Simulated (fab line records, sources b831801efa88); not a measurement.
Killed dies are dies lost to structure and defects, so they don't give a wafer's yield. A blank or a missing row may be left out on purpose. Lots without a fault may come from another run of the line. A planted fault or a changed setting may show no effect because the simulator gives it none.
Which tool did it? | flow gf180mcu | 24 lots, 72 wafers sampled, at 6 steps of a route of 602

WHAT THE GAUGES READ, wafer by wafer
GF_HV_LDD_OVL_MEAS_08.
lot  | measured     | on         | HV_LDD_OVL (nm)
L074 | day 10 06:22 | overlay-02 | 0.6 2.4 0.7
L075 | day 10 11:59 | overlay-01 | 0.0 -0.4 -0.3
L076 | day 10 22:11 | overlay-02 | 0.9 0.9 0.2
L077 | day 10 22:40 | overlay-02 | 3.0 3.5 3.2
L078 | day 11 03:32 | overlay-01 | 0.9 1.7 3.1
L079 | day 11 10:58 | overlay-02 | 1.9 2.0 1.2
L080 | day 11 16:05 | overlay-01 | 0.9 -0.1 -0.2
L081 | day 12 04:20 | overlay-01 | 2.6 1.4 2.4
L082 | day 12 14:08 | overlay-02 | -0.2 2.6 1.6
L083 | day 12 18:25 | overlay-02 | 2.9 2.3 2.1
L084 | day 13 01:59 | overlay-01 | 1.4 -0.3 0.5
L085 | day 13 10:57 | overlay-01 | -0.6 -0.9 -0.8
L086 | day 13 21:35 | overlay-01 | 0.7 0.7 0.8
L087 | day 14 09:08 | overlay-02 | 1.9 4.2 1.2
L088 | day 14 13:20 | overlay-02 | 1.1 -1.7 0.7
L089 | day 14 15:36 | overlay-02 | -1.1 -0.2 -0.5
L090 | day 15 04:31 | overlay-01 | 1.0 0.0 1.1
L091 | day 15 08:16 | overlay-01 | 0.1 0.8 0.1
L092 | day 15 16:14 | overlay-01 | 0.0 0.4 1.1
L093 | day 15 19:41 | overlay-01 | 2.3 3.5 2.9
L094 | day 16 04:50 | overlay-02 | 0.7 -0.4 -1.0
L095 | day 16 11:27 | overlay-01 | -0.4 1.2 -1.1
L096 | day 16 18:56 | overlay-02 | 1.4 1.6 0.9
L097 | day 17 02:21 | overlay-02 | 3.1 1.6 3.2

GF_CONTACT_THK_MEAS_01.
lot  | measured     | on            | CONTACT_CVD_00_THK (nm)
L074 | day 15 11:13 | film_metro-03 | 298 303 305
L075 | day 15 18:10 | film_metro-03 | 299 303 300
L076 | day 16 04:55 | film_metro-01 | 301 303 301
L077 | day 16 07:55 | film_metro-02 | 300 299 300
L078 | day 16 12:41 | film_metro-02 | 301 307 302
L079 | day 16 21:15 | film_metro-03 | 303 303 304
L080 | day 17 02:05 | film_metro-01 | 299 300 303
L081 | day 17 19:08 | film_metro-03 | 300 298 295
L082 | day 18 05:08 | film_metro-01 | 302 301 300
L083 | day 18 10:02 | film_metro-02 | 301 301 297
L084 | day 18 20:11 | film_metro-02 | 299 299 300
L085 | day 19 03:57 | film_metro-03 | 303 309 302
L086 | day 19 17:37 | film_metro-03 | 300 298 298
L087 | day 20 06:28 | film_metro-03 | 302 307 300
L088 | day 20 13:21 | film_metro-03 | 300 296 302
L089 | day 20 16:01 | film_metro-01 | 301 303 301
L090 | day 21 03:46 | film_metro-03 | 297 298 296
L091 | day 21 11:29 | film_metro-02 | 299 295 293
L092 | day 21 20:11 | film_metro-01 | 299 298 302
L093 | day 21 23:13 | film_metro-01 | 302 306 302
L094 | day 22 05:44 | film_metro-03 | 295 299 296
L095 | day 22 13:05 | film_metro-02 | 297 300 299
L096 | day 22 23:21 | film_metro-01 | 306 301 301
L097 | day 23 04:49 | film_metro-02 | 300 301 301

GF_M1_THK_MEAS_06: measures by xrf.
lot  | measured     | on            | M1_ALCU_THK (nm)
L074 | day 16 10:47 | film_metro-01 | 460 455 455
L075 | day 16 18:19 | film_metro-03 | 443 446 443
L076 | day 17 05:32 | film_metro-03 | 445 442 448
L077 | day 17 09:13 | film_metro-04 | 448 449 454
L078 | day 17 12:26 | film_metro-03 | 445 441 443
L079 | day 17 21:01 | film_metro-03 | 456 455 454
L080 | day 18 02:20 | film_metro-01 | 452 453 449
L081 | day 18 21:50 | film_metro-01 | 452 459 455
L082 | day 19 07:55 | film_metro-03 | 447 441 445
L083 | day 19 12:58 | film_metro-04 | 440 446 444
L084 | day 19 23:05 | film_metro-01 | 461 458 455
L085 | day 20 06:05 | film_metro-03 | 448 452 447
L086 | day 20 19:10 | film_metro-03 | 450 446 445
L087 | day 21 08:29 | film_metro-01 | 449 444 447
L088 | day 21 15:16 | film_metro-04 | 449 444 448
L089 | day 21 18:43 | film_metro-01 | 442 443 440
L090 | day 22 05:31 | film_metro-01 | 447 438 450
L091 | day 22 13:13 | film_metro-01 | 450 440 446
L092 | day 22 21:16 | film_metro-01 | 454 449 444
L093 | day 23 00:29 | film_metro-03 | 446 448 449
L094 | day 23 06:54 | film_metro-04 | 452 452 446
L095 | day 23 13:28 | film_metro-01 | 440 440 440
L096 | day 23 23:56 | film_metro-03 | 445 447 448
L097 | day 24 05:31 | film_metro-04 | 455 452 449

GF_V5_OVL_MEAS_15.
lot  | measured     | on         | V5_OVL (nm)
L074 | day 27 09:15 | overlay-01 | 2 10 9
L075 | day 27 16:28 | overlay-02 | 1 4 13
L076 | day 28 02:52 | overlay-02 | -7 -11 -5
L077 | day 28 06:32 | overlay-01 | 0 5 2
L078 | day 28 08:11 | overlay-01 | 3 7 5
L079 | day 28 16:14 | overlay-01 | 2 -1 0
L080 | day 28 19:20 | overlay-02 | -1 -7 2
L081 | day 29 13:08 | overlay-02 | 4 6 3
L082 | day 29 21:07 | overlay-01 | 6 3 2
L083 | day 30 00:23 | overlay-02 | -6 0 5
L084 | day 30 08:29 | overlay-01 | -8 -5 -10
L085 | day 30 13:16 | overlay-02 | -10 -7 -16
L086 | day 30 23:34 | overlay-02 | -2 -1 0
L087 | day 31 07:43 | overlay-01 | -7 -7 -4
L088 | day 31 14:46 | overlay-02 | 5 8 8
L089 | day 31 17:43 | overlay-02 | -2 -1 -9
L090 | day 31 23:40 | overlay-01 | -4 1 -4
L091 | day 32 08:19 | overlay-02 | 4 9 10
L092 | day 32 10:22 | overlay-02 | 11 4 11
L093 | day 32 13:55 | overlay-02 | 0 0 3
L094 | day 32 22:28 | overlay-02 | -8 -2 5
L095 | day 33 00:58 | overlay-02 | 9 2 -1
L096 | day 33 08:59 | overlay-01 | 2 5 10
L097 | day 33 10:33 | overlay-01 | -8 -9 -13

WHICH TOOL RAN EACH LOT (tool, then ch and the chambers of the sampled wafers, then the start)
lot  | GF_MIM_SPUTTER_03            | GF_V5_CVD_02
L074 | pvd_sputter-01, day 24 16:14 | pecvd-04 ch 0,1,2, day 26 12:48
L075 | pvd_sputter-02, day 25 00:59 | pecvd-01 ch 0,1,2, day 26 19:58
L076 | pvd_sputter-01, day 25 11:18 | pecvd-01 ch 0,1, day 27 06:23
L077 | pvd_sputter-04, day 25 13:53 | pecvd-01 ch 0,1,2, day 27 09:44
L078 | pvd_sputter-01, day 25 17:28 | pecvd-02 ch 0,1,2, day 27 12:05
L079 | pvd_sputter-01, day 26 00:46 | pecvd-02 ch 0,1,2, day 27 19:25
L080 | pvd_sputter-01, day 26 05:47 | pecvd-04 ch 0,2, day 27 23:12
L081 | pvd_sputter-02, day 27 00:16 | pecvd-01 ch 0,1,2, day 28 17:19
L082 | pvd_sputter-04, day 27 08:02 | pecvd-01 ch 1,2, day 29 01:35
L083 | pvd_sputter-01, day 27 12:23 | pecvd-02 ch 1,2, day 29 05:05
L084 | pvd_sputter-02, day 27 20:52 | pecvd-02 ch 0,1, day 29 12:44
L085 | pvd_sputter-04, day 28 03:01 | pecvd-01 ch 1,2, day 29 18:22
L086 | pvd_sputter-02, day 28 13:29 | pecvd-02 ch 0,1,2, day 30 05:04
L087 | pvd_sputter-04, day 28 22:51 | pecvd-01 ch 1,2, day 30 13:44
L088 | pvd_sputter-01, day 29 06:25 | pecvd-02 ch 0,1,2, day 30 21:14
L089 | pvd_sputter-04, day 29 08:55 | pecvd-01 ch 0,1,2, day 30 23:14
L090 | pvd_sputter-01, day 29 16:23 | pecvd-04 ch 0,1,2, day 31 05:46
L091 | pvd_sputter-01, day 30 01:01 | pecvd-01 ch 0,1,2, day 31 14:36
L092 | pvd_sputter-02, day 30 05:31 | pecvd-02 ch 0,1,2, day 31 18:10
L093 | pvd_sputter-01, day 30 08:58 | pecvd-02 ch 0,1,2, day 31 21:38
L094 | pvd_sputter-02, day 30 14:38 | pecvd-02 ch 0,2, day 32 02:59
L095 | pvd_sputter-04, day 30 20:12 | pecvd-02 ch 0,1, day 32 07:56
L096 | pvd_sputter-02, day 31 05:34 | pecvd-04 ch 1,2, day 32 16:47
L097 | pvd_sputter-02, day 31 06:50 | pecvd-01 ch 0,1, day 32 18:23
- GF_MIM_SPUTTER_03: material Ti, target thk 10 nm, time 6.7 s.
- GF_V5_CVD_02: deposits SiO2 from TEOS, target thk 1450 nm, time 163.28 s.

WHAT THE TOOLS THEMSELVES READ (means of the sampled wafers that have a number; where no wafer has one, the mark that the record gives instead)
GF_MIM_SPUTTER_03.
lot  | tool           | throttle_valve_pct (%)
L074 | pvd_sputter-01 | 29.3
L075 | pvd_sputter-02 | 30.7
L076 | pvd_sputter-01 | 30.9
L077 | pvd_sputter-04 | 29.2
L078 | pvd_sputter-01 | 29.9
L079 | pvd_sputter-01 | 29.2
L080 | pvd_sputter-01 | 30.1
L081 | pvd_sputter-02 | 30.8
L082 | pvd_sputter-04 | 30.4
L083 | pvd_sputter-01 | 29.9
L084 | pvd_sputter-02 | 30.2
L085 | pvd_sputter-04 | 31.2
L086 | pvd_sputter-02 | 30.8
L087 | pvd_sputter-04 | 29.4
L088 | pvd_sputter-01 | 29.8
L089 | pvd_sputter-04 | 30.0
L090 | pvd_sputter-01 | 29.9
L091 | pvd_sputter-01 | 29.2
L092 | pvd_sputter-02 | 30.2
L093 | pvd_sputter-01 | 29.1
L094 | pvd_sputter-02 | 30.7
L095 | pvd_sputter-04 | 30.2
L096 | pvd_sputter-02 | 30.8
L097 | pvd_sputter-02 | 30.9

GF_V5_CVD_02.
lot  | tool     | heater_power_w (W) | rf_fwd_power_W (W)
L074 | pecvd-04 | 752                | 597.5
L075 | pecvd-01 | 708                | 599.7
L076 | pecvd-01 | 672                | 598.3
L077 | pecvd-01 | 641                | 596.4
L078 | pecvd-02 | 619                | 598.1
L079 | pecvd-02 | 716                | 600.1
L080 | pecvd-04 | 676                | 598.9
L081 | pecvd-01 | 740                | 599.0
L082 | pecvd-01 | 630                | 599.4
L083 | pecvd-02 | 635                | 597.7
L084 | pecvd-02 | 740                | 598.1
L085 | pecvd-01 | 649                | 599.5
L086 | pecvd-02 | 698                | 595.7
L087 | pecvd-01 | 665                | 598.3
L088 | pecvd-02 | 634                | 597.6
L089 | pecvd-01 | 700                | 598.8
L090 | pecvd-04 | 775                | 598.5
L091 | pecvd-01 | 637                | 595.6
L092 | pecvd-02 | 673                | 597.2
L093 | pecvd-02 | 672                | 596.8
L094 | pecvd-02 | 610                | 595.9
L095 | pecvd-02 | 728                | 596.3
L096 | pecvd-04 | 806                | 598.6
L097 | pecvd-01 | 673                | 599.4

THE ANSWER, worked out from the rows above alone
Rule: what is usual is taken from the lots themselves. Put in order of their means at a reading, lots are off if they are a third of the lots or fewer, leave a main group of 4 or more, and stand apart from it by a gap of 3 or more times the standard deviation of the main group's means; of several such gaps the widest counts. A main group whose means are all the same, to the digits that the tables above print for the reading, isn't used. A lot without any number at a reading at which 4 lots or more have one is off too. The other lots that the step has rows for count as sound. The gauges are gone through in route order, then the tools' own readings, and for those a lot's mean is taken as printed above. The first step at which some lot is off is used, and at that step the reading that is off furthest; a lot without a number counts as furthest.
No lot is off at any reading shown: from this, nothing can be told.

WHAT THE SIMULATOR HAD PUT IN
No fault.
